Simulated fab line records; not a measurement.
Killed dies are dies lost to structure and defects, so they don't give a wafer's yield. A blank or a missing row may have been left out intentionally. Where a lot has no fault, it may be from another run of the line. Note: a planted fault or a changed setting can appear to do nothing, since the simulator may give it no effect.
Chamber matching | flow sky130 | SKY_CONTACT_CMP_27 on cmp-01 has 4 sister chambers
The step polishes, stops on SiO2, t overpolish 15 s, target thk 0 nm. 8 wafers are shown with their chamber, then 7 later ones without.

## WAFERS PAIRED WITH THEIR CHAMBERS
wafer  | chamber | motor_current_A (A) | time_to_endpoint_s (s)
L255.3 | 0       | 9.7                 | 84
L258.2 | 0       | 9.6                 | 81
L258.5 | 3       | 11.5                | 78
L263.1 | 3       | 11.4                | 80
L263.2 | 1       | 9.8                 | 83
L263.6 | 2       | 15.3                | 84
L265.1 | 1       | 9.6                 | 75
L265.5 | 2       | 14.8                | 81

## WAFERS WITHOUT THEIR CHAMBER
wafer  | motor_current_A (A) | time_to_endpoint_s (s)
L265.6 | 9.7                 | 74
L272.3 | 11.3                | 83
L272.4 | 15.2                | 84
L272.6 | 11.0                | 81
L276.1 | 9.3                 | 82
L276.3 | 11.4                | 83
L276.5 | 9.8                 | 84

## WHICH CHAMBER EACH WENT THROUGH
wafer  | from the rows above     | in truth
L265.6 | can't be placed: 1 or 0 | 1
L272.3 | 3                       | 3
L272.4 | 2                       | 2
L272.6 | 3                       | 3
L276.1 | can't be placed: 0 or 1 | 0
L276.3 | 3                       | 3
L276.5 | can't be placed: 0 or 1 | 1
4 of 7 placed correctly. Unplaceable from these rows: 3, with the true chamber sitting among the candidates in 3. 0 placed wrongly.
How it was worked out, from the rows above alone: a wafer's distance from a chamber is the root of the sum, over the readings, of the square of ((its reading less the chamber's mean) divided by the reading's scatter). If the next closest chamber is less than 2 further off than the closest, the wafer can't be placed; otherwise it belongs to the closest. For every chamber, the mean is computed from those of its wafers that are shown. The scatter: the root of (the sum of the squares of (reading less its chamber's mean) over the shown wafers, divided by (wafers less chambers)).
